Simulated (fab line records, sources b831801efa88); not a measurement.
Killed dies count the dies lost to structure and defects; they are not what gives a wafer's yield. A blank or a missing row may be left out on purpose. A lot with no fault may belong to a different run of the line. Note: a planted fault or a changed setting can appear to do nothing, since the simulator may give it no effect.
fab line records || flow gf180mcu
record: {"lots": 6, "wafers": 18, "lastDay": 33}
route steps=602 shown SALICIDE@286 CONTACT@287
lots that met no fault: from a run of the same line without faults
startH: start of the lot's first displayed wafer, in hours after the record's first day || waitH: hours from the lot's prior step to this one || " repeats the value in the row above || L1.1+2: a single row standing in for several wafers || - no value present, or no start provided || * or withheld: withheld || < > ~ a bound
route shown NAME@n: NAME is a module with steps in the file, n the number in the route of the first one || usual: the fault-free wafers' mean and standard deviation || same: alike in all rows || chamber/n: place in a boat || sites: per-site readings || _std_site: their standard deviation || _edge_site: outer sites' mean less inner sites' || radiusMm: for every site, how far away it sits from the centre of the wafer || mask NAME#n: copy n || behind: the tool/chamber that last shaped the wafer || hold: the reason the lot was held/the length of the hold in hours/how it ended || device: which transistor (n, p or np) failed to switch || end of line: the route-end tests of the same wafers || step lacking rows: just its recipe || killed: the dies lost at the first sort to structure and to defects; this is not the yield of the wafer || map: shows each die of a wafer: x if killed, . if not, _ if none is there
set.NAME: setting as actually run; set.NAME@STEP: the setting as run at that earlier step || model.NAME: the simulator's own value behind a step, which no gauge read
lots seen at some steps along the route; tables by step, rows by wafer
services: the hour from which a tool's chamber was out of use, counted from the record's first day as startH (under 0 if before that day), plus the number of hours and why
== steps ==
step: GF_SALICIDE_RTA_08
recipe: {"tempC": 800, "timeS": 30, "ambient": "N2"}
usual: {"lampPowerPct": "17.33/0.1", "wafer_temp_C_max": "802.7/0.6"}
{"lot.wafer": "L181.1", "tool": "rtpAnneal-01", "chamber": 0, "startH": 341.72, "waitH": 0.0, "lampPowerPct": 17.45, "wafer_temp_C_max": 802.5}
{"lot.wafer": "L181.2", "tool": "rtpAnneal-01", "chamber": 0, "startH": 341.72, "waitH": 0.0, "lampPowerPct": 17.44, "wafer_temp_C_max": 802.0}
{"lot.wafer": "L181.4", "tool": "rtpAnneal-01", "chamber": 0, "startH": 341.72, "waitH": 0.0, "lampPowerPct": 17.45, "wafer_temp_C_max": 802.1}
{"lot.wafer": "L183.2", "tool": "rtpAnneal-02", "chamber": 0, "startH": 360.99, "waitH": 0.0, "lampPowerPct": 17.22, "wafer_temp_C_max": 804.0}
{"lot.wafer": "L183.3", "tool": "rtpAnneal-02", "chamber": 0, "startH": 360.99, "waitH": 0.0, "lampPowerPct": 17.22, "wafer_temp_C_max": 803.7}
{"lot.wafer": "L183.4", "tool": "rtpAnneal-02", "chamber": 0, "startH": 360.99, "waitH": 0.0, "lampPowerPct": 17.25, "wafer_temp_C_max": 801.8}
{"lot.wafer": "L190.3", "tool": "rtpAnneal-02", "chamber": 0, "startH": 415.71, "waitH": 0.0, "lampPowerPct": 17.23, "wafer_temp_C_max": 802.9}
{"lot.wafer": "L190.4", "tool": "rtpAnneal-02", "chamber": 0, "startH": 415.71, "waitH": 0.0, "lampPowerPct": 17.23, "wafer_temp_C_max": 802.8}
{"lot.wafer": "L190.6", "tool": "rtpAnneal-02", "chamber": 0, "startH": 415.71, "waitH": 0.0, "lampPowerPct": 17.26, "wafer_temp_C_max": 803.3}
{"lot.wafer": "L191.2", "tool": "rtpAnneal-01", "chamber": 0, "startH": 426.73, "waitH": 0.0, "lampPowerPct": 17.44, "wafer_temp_C_max": 803.5}
{"lot.wafer": "L191.4", "tool": "rtpAnneal-01", "chamber": 0, "startH": 426.73, "waitH": 0.0, "lampPowerPct": 17.45, "wafer_temp_C_max": 802.7}
{"lot.wafer": "L191.5", "tool": "rtpAnneal-01", "chamber": 0, "startH": 426.73, "waitH": 0.0, "lampPowerPct": 17.46, "wafer_temp_C_max": 802.9}
{"lot.wafer": "L200.1", "tool": "rtpAnneal-02", "chamber": 0, "startH": 506.38, "waitH": 0.0, "lampPowerPct": 17.26, "wafer_temp_C_max": 802.8}
{"lot.wafer": "L200.2", "tool": "rtpAnneal-02", "chamber": 0, "startH": 506.38, "waitH": 0.0, "lampPowerPct": 17.26, "wafer_temp_C_max": 803.1}
{"lot.wafer": "L200.5", "tool": "rtpAnneal-02", "chamber": 0, "startH": 506.38, "waitH": 0.0, "lampPowerPct": 17.26, "wafer_temp_C_max": 803.7}
{"lot.wafer": "L201.1", "tool": "rtpAnneal-02", "chamber": 0, "startH": 513.12, "waitH": 0.0, "lampPowerPct": 17.22, "wafer_temp_C_max": 803.4}
{"lot.wafer": "L201.2", "tool": "rtpAnneal-02", "chamber": 0, "startH": 513.12, "waitH": 0.0, "lampPowerPct": 17.25, "wafer_temp_C_max": 803.0}
{"lot.wafer": "L201.5", "tool": "rtpAnneal-02", "chamber": 0, "startH": 513.12, "waitH": 0.0, "lampPowerPct": 17.20, "wafer_temp_C_max": 804.0}
step: GF_CONTACT_CVD_00
recipe: {"material": "SiO2", "targetThkNm": 300, "sigmaOpenFrac": 0.3, "tempC": 400, "timeS": 50, "sih4FlowSccm": 60, "pressureMtorr": 6}
step: GF_CONTACT_THK_MEAS_01
recipe: {"reads": "SiO2_of_CONTACT_CVD_00"}
usual: {"CONTACT_CVD_00_THK": "299/3.7"}
{"lot.wafer": "L181.1", "tool": "filmMetro-01", "chamber": "-", "startH": 341.87, "waitH": 0.0, "CONTACT_CVD_00_THK[nm]": 308}
{"lot.wafer": "L181.2", "tool": "filmMetro-01", "chamber": "-", "startH": 341.87, "waitH": 0.0, "CONTACT_CVD_00_THK[nm]": 302}
{"lot.wafer": "L181.4", "tool": "filmMetro-01", "chamber": "-", "startH": 341.87, "waitH": 0.0, "CONTACT_CVD_00_THK[nm]": 301}
{"lot.wafer": "L183.2", "tool": "filmMetro-02", "chamber": "-", "startH": 361.12, "waitH": 0.0, "CONTACT_CVD_00_THK[nm]": 302}
{"lot.wafer": "L183.3", "tool": "filmMetro-02", "chamber": "-", "startH": 361.12, "waitH": 0.0, "CONTACT_CVD_00_THK[nm]": 303}
{"lot.wafer": "L183.4", "tool": "filmMetro-02", "chamber": "-", "startH": 361.12, "waitH": 0.0, "CONTACT_CVD_00_THK[nm]": 302}
{"lot.wafer": "L190.3", "tool": "filmMetro-01", "chamber": "-", "startH": 415.84, "waitH": 0.0, "CONTACT_CVD_00_THK[nm]": 304}
{"lot.wafer": "L190.4", "tool": "filmMetro-01", "chamber": "-", "startH": 415.84, "waitH": 0.0, "CONTACT_CVD_00_THK[nm]": 301}
{"lot.wafer": "L190.6", "tool": "filmMetro-01", "chamber": "-", "startH": 415.84, "waitH": 0.0, "CONTACT_CVD_00_THK[nm]": 296}
{"lot.wafer": "L191.2", "tool": "filmMetro-01", "chamber": "-", "startH": 426.87, "waitH": 0.0, "CONTACT_CVD_00_THK[nm]": 299}
{"lot.wafer": "L191.4", "tool": "filmMetro-01", "chamber": "-", "startH": 426.87, "waitH": 0.0, "CONTACT_CVD_00_THK[nm]": 301}
{"lot.wafer": "L191.5", "tool": "filmMetro-01", "chamber": "-", "startH": 426.87, "waitH": 0.0, "CONTACT_CVD_00_THK[nm]": 300}
{"lot.wafer": "L200.1", "tool": "filmMetro-02", "chamber": "-", "startH": 506.53, "waitH": 0.0, "CONTACT_CVD_00_THK[nm]": 300}
{"lot.wafer": "L200.2", "tool": "filmMetro-02", "chamber": "-", "startH": 506.53, "waitH": 0.0, "CONTACT_CVD_00_THK[nm]": 305}
{"lot.wafer": "L200.5", "tool": "filmMetro-02", "chamber": "-", "startH": 506.53, "waitH": 0.0, "CONTACT_CVD_00_THK[nm]": 302}
{"lot.wafer": "L201.1", "tool": "filmMetro-01", "chamber": "-", "startH": 513.26, "waitH": 0.0, "CONTACT_CVD_00_THK[nm]": 296}
{"lot.wafer": "L201.2", "tool": "filmMetro-01", "chamber": "-", "startH": 513.26, "waitH": 0.0, "CONTACT_CVD_00_THK[nm]": 300}
{"lot.wafer": "L201.5", "tool": "filmMetro-01", "chamber": "-", "startH": 513.26, "waitH": 0.0, "CONTACT_CVD_00_THK[nm]": 300}
step: GF_CONTACT_CVD_02
recipe: {"material": "SiO2", "targetThkNm": 860, "precursor": "TEOS", "tempC": 400, "timeS": 95.992, "rfW": 600}
usual: {"heaterPowerW": "656/120"}
{"lot.wafer": "L181.1", "tool": "pecvd-03", "chamber": 0, "startH": 341.93, "waitH": 0.1, "heaterPowerW": 362}
{"lot.wafer": "L181.2", "tool": "pecvd-03", "chamber": 1, "startH": 341.93, "waitH": 0.1, "heaterPowerW": 693}
{"lot.wafer": "L181.4", "tool": "pecvd-03", "chamber": 0, "startH": 341.93, "waitH": 0.1, "heaterPowerW": 407}
{"lot.wafer": "L183.2", "tool": "pecvd-03", "chamber": 1, "startH": 361.17, "waitH": 0.0, "heaterPowerW": 622}
{"lot.wafer": "L183.3", "tool": "pecvd-03", "chamber": 0, "startH": 361.17, "waitH": 0.0, "heaterPowerW": 358}
{"lot.wafer": "L183.4", "tool": "pecvd-03", "chamber": 1, "startH": 361.17, "waitH": 0.0, "heaterPowerW": 664}
{"lot.wafer": "L190.3", "tool": "pecvd-02", "chamber": 2, "startH": 415.88, "waitH": 0.0, "heaterPowerW": 659}
{"lot.wafer": "L190.4", "tool": "pecvd-02", "chamber": 0, "startH": 415.88, "waitH": 0.0, "heaterPowerW": 842}
{"lot.wafer": "L190.6", "tool": "pecvd-02", "chamber": 2, "startH": 415.88, "waitH": 0.0, "heaterPowerW": 686}
{"lot.wafer": "L191.2", "tool": "pecvd-03", "chamber": 2, "startH": 426.92, "waitH": 0.0, "heaterPowerW": 732}
{"lot.wafer": "L191.4", "tool": "pecvd-03", "chamber": 0, "startH": 426.92, "waitH": 0.0, "heaterPowerW": 437}
{"lot.wafer": "L191.5", "tool": "pecvd-03", "chamber": 2, "startH": 426.92, "waitH": 0.0, "heaterPowerW": 801}
{"lot.wafer": "L200.1", "tool": "pecvd-02", "chamber": 1, "startH": 506.59, "waitH": 0.1, "heaterPowerW": 731}
{"lot.wafer": "L200.2", "tool": "pecvd-02", "chamber": 2, "startH": 506.59, "waitH": 0.1, "heaterPowerW": 584}
{"lot.wafer": "L200.5", "tool": "pecvd-02", "chamber": 0, "startH": 506.59, "waitH": 0.1, "heaterPowerW": 670}
{"lot.wafer": "L201.1", "tool": "pecvd-02", "chamber": 1, "startH": 513.32, "waitH": 0.1, "heaterPowerW": 682}
{"lot.wafer": "L201.2", "tool": "pecvd-02", "chamber": 0, "startH": 513.32, "waitH": 0.1, "heaterPowerW": 698}
{"lot.wafer": "L201.5", "tool": "pecvd-02", "chamber": 0, "startH": 513.32, "waitH": 0.1, "heaterPowerW": 763}
step: GF_CONTACT_THK_MEAS_03
recipe: {"reads": "SiO2_of_CONTACT_CVD_02"}
usual: {"CONTACT_CVD_02_THK": "858/17"}
{"lot.wafer": "L181.1", "tool": "filmMetro-01", "chamber": "-", "startH": 342.00, "waitH": 0.0, "CONTACT_CVD_02_THK[nm]": 861}
{"lot.wafer": "L181.2", "tool": "filmMetro-01", "chamber": "-", "startH": 342.00, "waitH": 0.0, "CONTACT_CVD_02_THK[nm]": 841}
{"lot.wafer": "L181.4", "tool": "filmMetro-01", "chamber": "-", "startH": 342.00, "waitH": 0.0, "CONTACT_CVD_02_THK[nm]": 872}
{"lot.wafer": "L183.2", "tool": "filmMetro-01", "chamber": "-", "startH": 361.25, "waitH": 0.0, "CONTACT_CVD_02_THK[nm]": 825}
{"lot.wafer": "L183.3", "tool": "filmMetro-01", "chamber": "-", "startH": 361.25, "waitH": 0.0, "CONTACT_CVD_02_THK[nm]": 837}
{"lot.wafer": "L183.4", "tool": "filmMetro-01", "chamber": "-", "startH": 361.25, "waitH": 0.0, "CONTACT_CVD_02_THK[nm]": 833}
{"lot.wafer": "L190.3", "tool": "filmMetro-02", "chamber": "-", "startH": 415.97, "waitH": 0.1, "CONTACT_CVD_02_THK[nm]": 854}
{"lot.wafer": "L190.4", "tool": "filmMetro-02", "chamber": "-", "startH": 415.97, "waitH": 0.1, "CONTACT_CVD_02_THK[nm]": 863}
{"lot.wafer": "L190.6", "tool": "filmMetro-02", "chamber": "-", "startH": 415.97, "waitH": 0.1, "CONTACT_CVD_02_THK[nm]": 862}
{"lot.wafer": "L191.2", "tool": "filmMetro-02", "chamber": "-", "startH": 427.00, "waitH": 0.0, "CONTACT_CVD_02_THK[nm]": 838}
{"lot.wafer": "L191.4", "tool": "filmMetro-02", "chamber": "-", "startH": 427.00, "waitH": 0.0, "CONTACT_CVD_02_THK[nm]": 878}
{"lot.wafer": "L191.5", "tool": "filmMetro-02", "chamber": "-", "startH": 427.00, "waitH": 0.0, "CONTACT_CVD_02_THK[nm]": 856}
{"lot.wafer": "L200.1", "tool": "filmMetro-04", "chamber": "-", "startH": 506.66, "waitH": 0.0, "CONTACT_CVD_02_THK[nm]": 839}
{"lot.wafer": "L200.2", "tool": "filmMetro-04", "chamber": "-", "startH": 506.66, "waitH": 0.0, "CONTACT_CVD_02_THK[nm]": 830}
{"lot.wafer": "L200.5", "tool": "filmMetro-04", "chamber": "-", "startH": 506.66, "waitH": 0.0, "CONTACT_CVD_02_THK[nm]": 855}
{"lot.wafer": "L201.1", "tool": "filmMetro-04", "chamber": "-", "startH": 513.39, "waitH": 0.0, "CONTACT_CVD_02_THK[nm]": 843}
{"lot.wafer": "L201.2", "tool": "filmMetro-04", "chamber": "-", "startH": 513.39, "waitH": 0.0, "CONTACT_CVD_02_THK[nm]": 848}
{"lot.wafer": "L201.5", "tool": "filmMetro-04", "chamber": "-", "startH": 513.39, "waitH": 0.0, "CONTACT_CVD_02_THK[nm]": 869}
step: GF_CONTACT_CMP_04
recipe: {"material": "SiO2", "downForcePsi": 4, "platenRpm": 60, "padVelocityMS": 0.94248}
usual: {"motorCurrentA": "12.4/1.5", "retainingRingPressureFrac": "1.000/0.0053", "timeToEndpointS": "107/7.7"}
{"lot.wafer": "L181.1", "tool": "cmp-01", "chamber": 3, "startH": 342.06, "waitH": 0.1, "motorCurrentA": 11.0, "retainingRingPressureFrac": 0.995, "timeToEndpointS": 109}
{"lot.wafer": "L181.2", "tool": "cmp-01", "chamber": 1, "startH": 342.06, "waitH": 0.1, "motorCurrentA": 12.6, "retainingRingPressureFrac": 0.998, "timeToEndpointS": 98}
{"lot.wafer": "L181.4", "tool": "cmp-01", "chamber": 2, "startH": 342.06, "waitH": 0.1, "motorCurrentA": 13.4, "retainingRingPressureFrac": 0.997, "timeToEndpointS": 116}
{"lot.wafer": "L183.2", "tool": "cmp-02", "chamber": 2, "startH": 361.35, "waitH": 0.1, "motorCurrentA": 11.8, "retainingRingPressureFrac": 1.000, "timeToEndpointS": 93}
{"lot.wafer": "L183.4", "tool": "cmp-02", "chamber": 3, "startH": 361.35, "waitH": 0.1, "motorCurrentA": 13.3, "retainingRingPressureFrac": 0.996, "timeToEndpointS": 107}
{"lot.wafer": "L183.3", "tool": "cmp-02", "chamber": 0, "startH": 361.35, "waitH": 0.1, "motorCurrentA": 10.4, "retainingRingPressureFrac": 1.001, "timeToEndpointS": 103}
{"lot.wafer": "L190.4", "tool": "cmp-02", "chamber": 2, "startH": 416.01, "waitH": 0.0, "motorCurrentA": 12.2, "retainingRingPressureFrac": 0.999, "timeToEndpointS": 101}
{"lot.wafer": "L190.3", "tool": "cmp-02", "chamber": 0, "startH": 416.01, "waitH": 0.0, "motorCurrentA": 10.4, "retainingRingPressureFrac": 0.996, "timeToEndpointS": 104}
{"lot.wafer": "L190.6", "tool": "cmp-02", "chamber": 3, "startH": 416.01, "waitH": 0.0, "motorCurrentA": 13.8, "retainingRingPressureFrac": 1.008, "timeToEndpointS": 118}
{"lot.wafer": "L191.2", "tool": "cmp-02", "chamber": 1, "startH": 427.10, "waitH": 0.1, "motorCurrentA": 14.8, "retainingRingPressureFrac": 1.005, "timeToEndpointS": 102}
{"lot.wafer": "L191.4", "tool": "cmp-02", "chamber": 2, "startH": 427.10, "waitH": 0.1, "motorCurrentA": 11.9, "retainingRingPressureFrac": 1.006, "timeToEndpointS": 104}
{"lot.wafer": "L191.5", "tool": "cmp-02", "chamber": 0, "startH": 427.10, "waitH": 0.1, "motorCurrentA": 10.2, "retainingRingPressureFrac": 0.997, "timeToEndpointS": 107}
{"lot.wafer": "L200.2", "tool": "cmp-02", "chamber": 2, "startH": 506.77, "waitH": 0.1, "motorCurrentA": 12.2, "retainingRingPressureFrac": 0.994, "timeToEndpointS": 89}
{"lot.wafer": "L200.1", "tool": "cmp-02", "chamber": 3, "startH": 506.77, "waitH": 0.1, "motorCurrentA": 13.3, "retainingRingPressureFrac": 0.999, "timeToEndpointS": 105}
{"lot.wafer": "L200.5", "tool": "cmp-02", "chamber": 1, "startH": 506.77, "waitH": 0.1, "motorCurrentA": 14.8, "retainingRingPressureFrac": 1.003, "timeToEndpointS": 108}
{"lot.wafer": "L201.2", "tool": "cmp-02", "chamber": 0, "startH": 513.45, "waitH": 0.0, "motorCurrentA": 10.7, "retainingRingPressureFrac": 0.999, "timeToEndpointS": 102}
{"lot.wafer": "L201.1", "tool": "cmp-02", "chamber": 2, "startH": 513.45, "waitH": 0.0, "motorCurrentA": 11.9, "retainingRingPressureFrac": 1.001, "timeToEndpointS": 92}
{"lot.wafer": "L201.5", "tool": "cmp-02", "chamber": 0, "startH": 513.45, "waitH": 0.0, "motorCurrentA": 10.1, "retainingRingPressureFrac": 0.999, "timeToEndpointS": 107}
step: GF_CONTACT_BOW_MEAS_05
recipe: {"mode": "bow"}
usual: {"CONTACT_BOW": "63/6.4"}
{"lot.wafer": "L181.1", "tool": "filmMetro-04", "chamber": "-", "startH": 342.36, "waitH": 0.2, "CONTACT_BOW[um]": 60}
{"lot.wafer": "L181.2", "tool": "filmMetro-04", "chamber": "-", "startH": 342.36, "waitH": 0.2, "CONTACT_BOW[um]": 66}
{"lot.wafer": "L181.4", "tool": "filmMetro-04", "chamber": "-", "startH": 342.36, "waitH": 0.2, "CONTACT_BOW[um]": 76}
{"lot.wafer": "L183.2", "tool": "filmMetro-04", "chamber": "-", "startH": 361.62, "waitH": 0.2, "CONTACT_BOW[um]": 54}
{"lot.wafer": "L183.3", "tool": "filmMetro-04", "chamber": "-", "startH": 361.62, "waitH": 0.2, "CONTACT_BOW[um]": 70}
{"lot.wafer": "L183.4", "tool": "filmMetro-04", "chamber": "-", "startH": 361.62, "waitH": 0.2, "CONTACT_BOW[um]": 55}
{"lot.wafer": "L190.3", "tool": "filmMetro-01", "chamber": "-", "startH": 416.35, "waitH": 0.2, "CONTACT_BOW[um]": 59}
{"lot.wafer": "L190.4", "tool": "filmMetro-01", "chamber": "-", "startH": 416.35, "waitH": 0.2, "CONTACT_BOW[um]": 62}
{"lot.wafer": "L190.6", "tool": "filmMetro-01", "chamber": "-", "startH": 416.35, "waitH": 0.2, "CONTACT_BOW[um]": 61}
{"lot.wafer": "L191.2", "tool": "filmMetro-01", "chamber": "-", "startH": 427.37, "waitH": 0.2, "CONTACT_BOW[um]": 62}
{"lot.wafer": "L191.4", "tool": "filmMetro-01", "chamber": "-", "startH": 427.37, "waitH": 0.2, "CONTACT_BOW[um]": 64}
{"lot.wafer": "L191.5", "tool": "filmMetro-01", "chamber": "-", "startH": 427.37, "waitH": 0.2, "CONTACT_BOW[um]": 65}
{"lot.wafer": "L200.1", "tool": "filmMetro-04", "chamber": "-", "startH": 507.02, "waitH": 0.1, "CONTACT_BOW[um]": 57}
{"lot.wafer": "L200.2", "tool": "filmMetro-04", "chamber": "-", "startH": 507.02, "waitH": 0.1, "CONTACT_BOW[um]": 64}
{"lot.wafer": "L200.5", "tool": "filmMetro-04", "chamber": "-", "startH": 507.02, "waitH": 0.1, "CONTACT_BOW[um]": 66}
{"lot.wafer": "L201.1", "tool": "filmMetro-01", "chamber": "-", "startH": 513.75, "waitH": 0.1, "CONTACT_BOW[um]": 60}
{"lot.wafer": "L201.2", "tool": "filmMetro-01", "chamber": "-", "startH": 513.75, "waitH": 0.1, "CONTACT_BOW[um]": 75}
{"lot.wafer": "L201.5", "tool": "filmMetro-01", "chamber": "-", "startH": 513.75, "waitH": 0.1, "CONTACT_BOW[um]": 65}
step: GF_CONTACT_DEHYDRATE_06
recipe: {"tempC": 200, "timeS": 60}
step: GF_CONTACT_HMDS_07
recipe: {"primeTimeS": 60, "primeTempC": 120}
step: GF_CONTACT_COAT_08
recipe: {"resist": "BARC", "tempC": "withheld", "timeS": "withheld", "spinRpm": "withheld", "resistThkNm": "withheld"}
step: GF_CONTACT_COAT_09
recipe: {"resist": "KrF", "spinRpm": "withheld", "resistThkNm": 1000}
step: GF_CONTACT_SOFTBAKE_10
recipe: {"tempC": 130, "timeS": 60, "resist": "KrF"}
step: GF_CONTACT_EXPOSE_11
recipe: {"maskId": "Contact", "targetCdNm": 220, "na": 0.68, "sourceShape": "conventional", "sigmaOuter": 0.6, "doseMj": 38}
usual: {"exposureDoseMJCm2": "38.49/0.038", "focusOffsetNm": "0.0/0.53"}
{"lot.wafer": "L181.1", "tool": "krfScanner-02", "chamber": 0, "startH": 352.80, "waitH": "-", "mask": "Contact#0", "exposureDoseMJCm2": 38.48, "focusOffsetNm": 0.3}
{"lot.wafer": "L181.2", "tool": "krfScanner-02", "chamber": 0, "startH": 352.80, "waitH": "-", "mask": "Contact#0", "exposureDoseMJCm2": 38.44, "focusOffsetNm": -0.1}
{"lot.wafer": "L181.4", "tool": "krfScanner-02", "chamber": 0, "startH": 352.80, "waitH": "-", "mask": "Contact#0", "exposureDoseMJCm2": 38.47, "focusOffsetNm": -0.5}
{"lot.wafer": "L183.2", "tool": "krfScanner-02", "chamber": 0, "startH": 373.37, "waitH": "-", "mask": "Contact#0", "exposureDoseMJCm2": 38.54, "focusOffsetNm": 0.0}
{"lot.wafer": "L183.3", "tool": "krfScanner-02", "chamber": 0, "startH": 373.37, "waitH": "-", "mask": "Contact#0", "exposureDoseMJCm2": 38.47, "focusOffsetNm": -0.1}
{"lot.wafer": "L183.4", "tool": "krfScanner-02", "chamber": 0, "startH": 373.37, "waitH": "-", "mask": "Contact#0", "exposureDoseMJCm2": 38.59, "focusOffsetNm": 0.3}
{"lot.wafer": "L190.3", "tool": "krfScanner-02", "chamber": "-", "startH": 428.64, "waitH": "-", "mask": "Contact#0", "exposureDoseMJCm2": "-", "focusOffsetNm": "-"}
{"lot.wafer": "L190.4", "tool": "krfScanner-02", "chamber": "-", "startH": 428.64, "waitH": "-", "mask": "Contact#0", "exposureDoseMJCm2": "-", "focusOffsetNm": "-"}
{"lot.wafer": "L190.6", "tool": "krfScanner-02", "chamber": "-", "startH": 428.64, "waitH": "-", "mask": "Contact#0", "exposureDoseMJCm2": "-", "focusOffsetNm": "-"}
{"lot.wafer": "L191.2", "tool": "krfScanner-02", "chamber": "-", "startH": 440.10, "waitH": "-", "mask": "Contact#0", "exposureDoseMJCm2": "-", "focusOffsetNm": "-"}
{"lot.wafer": "L191.4", "tool": "krfScanner-02", "chamber": "-", "startH": 440.10, "waitH": "-", "mask": "Contact#0", "exposureDoseMJCm2": "-", "focusOffsetNm": "-"}
{"lot.wafer": "L191.5", "tool": "krfScanner-02", "chamber": "-", "startH": 440.10, "waitH": "-", "mask": "Contact#0", "exposureDoseMJCm2": "-", "focusOffsetNm": "-"}
{"lot.wafer": "L200.1", "tool": "krfScanner-01", "chamber": 0, "startH": 518.50, "waitH": "-", "mask": "Contact#0", "exposureDoseMJCm2": 38.49, "focusOffsetNm": -0.3}
{"lot.wafer": "L200.2", "tool": "krfScanner-01", "chamber": 0, "startH": 518.50, "waitH": "-", "mask": "Contact#0", "exposureDoseMJCm2": 38.51, "focusOffsetNm": -0.7}
{"lot.wafer": "L200.5", "tool": "krfScanner-01", "chamber": 0, "startH": 518.50, "waitH": "-", "mask": "Contact#0", "exposureDoseMJCm2": 38.48, "focusOffsetNm": -0.7}
{"lot.wafer": "L201.1", "tool": "krfScanner-02", "chamber": 0, "startH": 526.31, "waitH": "-", "mask": "Contact#0", "exposureDoseMJCm2": 38.49, "focusOffsetNm": 0.5}
{"lot.wafer": "L201.2", "tool": "krfScanner-02", "chamber": 0, "startH": 526.31, "waitH": "-", "mask": "Contact#0", "exposureDoseMJCm2": 38.49, "focusOffsetNm": 0.1}
{"lot.wafer": "L201.5", "tool": "krfScanner-02", "chamber": 0, "startH": 526.31, "waitH": "-", "mask": "Contact#0", "exposureDoseMJCm2": 38.48, "focusOffsetNm": 0.2}
step: GF_CONTACT_PEB_12
recipe: {"pebTempC": 134.3, "pebTimeS": 90, "resist": "KrF"}
== services ==
{"tool": "pecvd-02", "chamber": "-", "startH": 336.21, "hours": 5.0, "kind": "repair"}
{"tool": "rtpAnneal-02", "chamber": "-", "startH": 337.94, "hours": 4.7, "kind": "pm"}
{"tool": "rtpAnneal-01", "chamber": "-", "startH": 351.81, "hours": 3.7, "kind": "pm"}
{"tool": "cmp-02", "chamber": "-", "startH": 366.19, "hours": 12.2, "kind": "pm"}
{"tool": "pecvd-02", "chamber": "-", "startH": 368.88, "hours": 14.0, "kind": "pm"}
{"tool": "krfScanner-01", "chamber": "-", "startH": 370.57, "hours": 0.8, "kind": "pm"}
{"tool": "krfScanner-01", "chamber": "-", "startH": 384.83, "hours": 1.0, "kind": "pm"}
{"tool": "pecvd-02", "chamber": 0, "startH": 385.35, "hours": 7.3, "kind": "repair"}
{"tool": "krfScanner-01", "chamber": "-", "startH": 390.43, "hours": 1.3, "kind": "pm"}
{"tool": "krfScanner-02", "chamber": "-", "startH": 394.63, "hours": 4.1, "kind": "repair"}
{"tool": "krfScanner-02", "chamber": "-", "startH": 398.72, "hours": 0.8, "kind": "pm"}
{"tool": "pecvd-02", "chamber": "-", "startH": 419.51, "hours": 1.2, "kind": "repair"}
{"tool": "krfScanner-02", "chamber": "-", "startH": 429.82, "hours": 1.0, "kind": "pm"}
{"tool": "pecvd-02", "chamber": 2, "startH": 433.99, "hours": 5.2, "kind": "repair"}
{"tool": "cmp-02", "chamber": "-", "startH": 436.00, "hours": 1.5, "kind": "repair"}
{"tool": "krfScanner-02", "chamber": "-", "startH": 437.88, "hours": 0.5, "kind": "repair"}
{"tool": "pecvd-02", "chamber": 1, "startH": 454.60, "hours": 11.1, "kind": "repair"}
{"tool": "krfScanner-02", "chamber": "-", "startH": 465.59, "hours": 1.3, "kind": "pm"}
{"tool": "pecvd-02", "chamber": 1, "startH": 472.55, "hours": 4.8, "kind": "repair"}
{"tool": "krfScanner-02", "chamber": "-", "startH": 474.28, "hours": 8.9, "kind": "repair"}
{"tool": "pecvd-02", "chamber": "-", "startH": 476.57, "hours": 2.8, "kind": "pm"}
{"tool": "krfScanner-02", "chamber": "-", "startH": 476.93, "hours": 0.4, "kind": "repair"}
{"tool": "cmp-02", "chamber": "-", "startH": 477.44, "hours": 4.2, "kind": "pm"}
{"tool": "krfScanner-02", "chamber": "-", "startH": 503.00, "hours": 3.6, "kind": "pm"}
== key ==
firstSign: {"step": "GF_CONTACT_EXPOSE_11", "reading": "toolRecord", "direction": "missing"}
effect none on later readings
metAt GF_CONTACT_EXPOSE_11
struckWafers L190.3,L190.4,L190.6,L191.2,L191.4,L191.5
laterRowsLeftOut L190.3,L190.4,L190.6,L191.2,L191.4,L191.5
sortLeftOut L190.3,L190.4,L190.6,L191.2,L191.4,L191.5
testerLeftOut L190,L191
onsetBetween 373.37 428.64
fault: {"kind": "skippedStepWhole", "tool": "krfScanner-02", "chamber": "-", "onsetH": 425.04, "steps": "GF_CONTACT_EXPOSE_11", "scope": "struckLotsOnly"}
testerLeftOut: of these lots the tester's yield and bins aren't shown, on N5 and GAA mostly nor the transistor test; their killed dies are dies lost to structure and defects alone, not to doping, threshold or leakage, so they don't give the yield
sortLeftOut: the simulated sort isn't trusted on such a fault, so these wafers' sort isn't shown, and their yield isn't known
laterRowsLeftOut: the simulator's readings of these wafers behind a module that went badly wrong aren't trusted and aren't shown, but for the sort
